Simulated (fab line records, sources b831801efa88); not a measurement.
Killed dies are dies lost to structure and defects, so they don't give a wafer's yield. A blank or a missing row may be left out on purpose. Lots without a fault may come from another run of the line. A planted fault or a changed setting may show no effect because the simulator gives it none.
Chamber matching | flow gf180mcu | GF_PASSIVATION_CVD_00 on pecvd-01: 3 sister chambers
The step deposits SiO2 from TEOS, target thk 1000 nm, time 111.95 s. 22 wafers are shown with their chamber, then 11 later ones without.

WAFERS WITH THEIR CHAMBER
wafer  | chamber | heater_power_w (W)
L074.1 | 1       | 701
L074.3 | 0       | 781
L074.4 | 2       | 662
L075.1 | 2       | 592
L075.3 | 1       | 714
L075.5 | 0       | 595
L076.1 | 2       | 668
L076.2 | 1       | 699
L076.3 | 0       | 701
L077.1 | 1       | 744
L077.5 | 2       | 588
L077.6 | 1       | 607
L078.2 | 1       | 730
L078.3 | 2       | 611
L078.5 | 1       | 594
L079.2 | 2       | 728
L079.3 | 1       | 636
L079.4 | 2       | 589
L083.2 | 1       | 663
L083.4 | 2       | 681
L083.6 | 1       | 725
L089.4 | 0       | 754

SIGNATURES (means of the wafers above)
reading        | chamber 0 | chamber 1 | chamber 2 | scatter within a chamber
heater_power_w | 707.75    | 681.30    | 639.88    | 58.5
Rule: a wafer's distance from a chamber is the root of the sum, over the readings, of the square of ((its reading less the chamber's mean) divided by the reading's scatter). The wafer belongs to the nearest chamber; if the next one is less than 2 further off, it can't be placed. The scatter: the root of (the sum of the squares of (reading less its chamber's mean) over the shown wafers, divided by (wafers less chambers)).

WAFERS WITHOUT THEIR CHAMBER
wafer  | heater_power_w (W)
L089.5 | 704
L089.6 | 595
L093.3 | 708
L093.4 | 769
L093.5 | 604
L095.2 | 741
L095.4 | 705
L095.6 | 742
L097.2 | 578
L097.4 | 602
L097.5 | 769

WHICH CHAMBER EACH WENT THROUGH
wafer  | from the rows above          | in truth
L089.5 | can't be placed: 0 or 1 or 2 | 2
L089.6 | can't be placed: 2 or 1 or 0 | 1
L093.3 | can't be placed: 0 or 1 or 2 | 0
L093.4 | can't be placed: 0 or 1 or 2 | 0
L093.5 | can't be placed: 2 or 1 or 0 | 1
L095.2 | can't be placed: 0 or 1 or 2 | 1
L095.4 | can't be placed: 0 or 1 or 2 | 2
L095.6 | can't be placed: 0 or 1 or 2 | 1
L097.2 | can't be placed: 2 or 1 or 0 | 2
L097.4 | can't be placed: 2 or 1 or 0 | 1
L097.5 | can't be placed: 0 or 1 or 2 | 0
Placed correctly: 0 of 11. Can't be placed from these rows: 11 (the true chamber is among the candidates in 11). Placed wrongly: 0.
